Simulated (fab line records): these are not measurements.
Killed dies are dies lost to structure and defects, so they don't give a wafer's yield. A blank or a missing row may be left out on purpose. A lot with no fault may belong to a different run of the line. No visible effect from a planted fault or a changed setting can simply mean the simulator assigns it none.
Which of the tools did it? + flow gf180mcu + Sampling: 15 lots, 45 wafers, 2 of 602 route steps

## WHAT EACH GAUGE READ, for each wafer
GF_V3_THK_MEAS_25: measures by xrf. Usual: V3_W_THK typically reads 347 nm, with standard deviation 4.1.
| lot  | measured     | on            | V3_W_THK (nm) | flag |
|------|--------------|---------------|---------------|------|
| L897 | day 22 09:52 | film-metro-04 | 348 348 346   |      |
| L898 | day 23 12:14 | film-metro-04 | 353 350 351   |      |
| L899 | day 23 15:10 | film-metro-04 | 352 348 348   |      |
| L903 | day 24 09:30 | film-metro-02 | 339 344 341   |      |
| L902 | day 24 11:05 | film-metro-01 | 347 341 337   |      |
| L905 | day 25 01:50 | film-metro-01 | 346 347 345   |      |
| L906 | day 25 10:10 | film-metro-04 | 350 352 350   |      |
| L909 | day 26 09:26 | film-metro-01 | 339 344 349   |      |
| L910 | day 26 16:35 | film-metro-04 | 352 346 344   |      |
| L911 | day 27 02:23 | film-metro-04 | 347 347 351   |      |
| L912 | day 27 08:58 | film-metro-02 | 342 345 349   |      |
| L916 | day 28 19:05 | film-metro-01 | 347 350 342   |      |
| L917 | day 28 23:44 | film-metro-02 | 346 353 348   |      |
| L918 | day 29 09:40 | film-metro-01 | 349 353 356   |      |
| L919 | day 29 10:38 | film-metro-04 | 346 344 346   |      |

## TOOL THAT RAN EACH LOT (tool first, then ch and the chambers of the sampled wafers, then the start)
| lot  | GF_V3_SPUTTER_21             |
|------|------------------------------|
| L897 | pvd-sputter-03, day 22 09:32 |
| L898 | pvd-sputter-03, day 23 11:54 |
| L899 | pvd-sputter-01, day 23 14:50 |
| L903 | pvd-sputter-01, day 24 09:09 |
| L902 | pvd-sputter-02, day 24 10:45 |
| L905 | pvd-sputter-02, day 25 01:29 |
| L906 | pvd-sputter-02, day 25 09:50 |
| L909 | pvd-sputter-03, day 26 09:06 |
| L910 | pvd-sputter-01, day 26 16:16 |
| L911 | pvd-sputter-03, day 27 02:02 |
| L912 | pvd-sputter-02, day 27 08:35 |
| L916 | pvd-sputter-01, day 28 18:45 |
| L917 | pvd-sputter-01, day 28 23:24 |
| L918 | pvd-sputter-03, day 29 09:19 |
| L919 | pvd-sputter-03, day 29 10:18 |
- GF_V3_SPUTTER_21: material Ti, target thk 15 nm, time 80.02 s.

## WHAT THE TOOLS THEMSELVES READ (means of the sampled wafers that have a number; where no wafer has one, the mark that the record gives instead)
GF_V3_SPUTTER_21. Usual: throttle-valve-pct at 29.4 %, with a standard deviation of 1.4.
| lot  | tool           | throttle-valve-pct (%) | flag |
|------|----------------|------------------------|------|
| L897 | pvd-sputter-03 | 28.4                   |      |
| L898 | pvd-sputter-03 | 28.6                   |      |
| L899 | pvd-sputter-01 | 28.8                   |      |
| L903 | pvd-sputter-01 | 29.2                   |      |
| L902 | pvd-sputter-02 | 29.5                   |      |
| L905 | pvd-sputter-02 | 28.3                   |      |
| L906 | pvd-sputter-02 | 29.8                   |      |
| L909 | pvd-sputter-03 | 28.2                   |      |
| L910 | pvd-sputter-01 | 28.4                   |      |
| L911 | pvd-sputter-03 | 28.6                   |      |
| L912 | pvd-sputter-02 | 28.6                   |      |
| L916 | pvd-sputter-01 | 29.6                   |      |
| L917 | pvd-sputter-01 | 29.0                   |      |
| L918 | pvd-sputter-03 | 29.9                   |      |
| L919 | pvd-sputter-03 | 29.1                   |      |

## THE ANSWER, worked out from the rows above alone
Rule: a lot is off if the mean of its wafers that have a number lies more than 3 standard deviations from the usual mean. Also off: a lot with no number at a reading for which 4 or more lots have one. The other lots that the step has rows for count as sound. After the gauges, taken in route order, come the tools' own readings; for these a lot's mean is taken, as printed above. At the first step where some lot is off, the reading lying furthest off is the one used; lots without a number count as furthest.
Across all readings shown, no lot is off: no conclusion can be drawn from this.

## WHAT THE SIMULATOR PUT IN
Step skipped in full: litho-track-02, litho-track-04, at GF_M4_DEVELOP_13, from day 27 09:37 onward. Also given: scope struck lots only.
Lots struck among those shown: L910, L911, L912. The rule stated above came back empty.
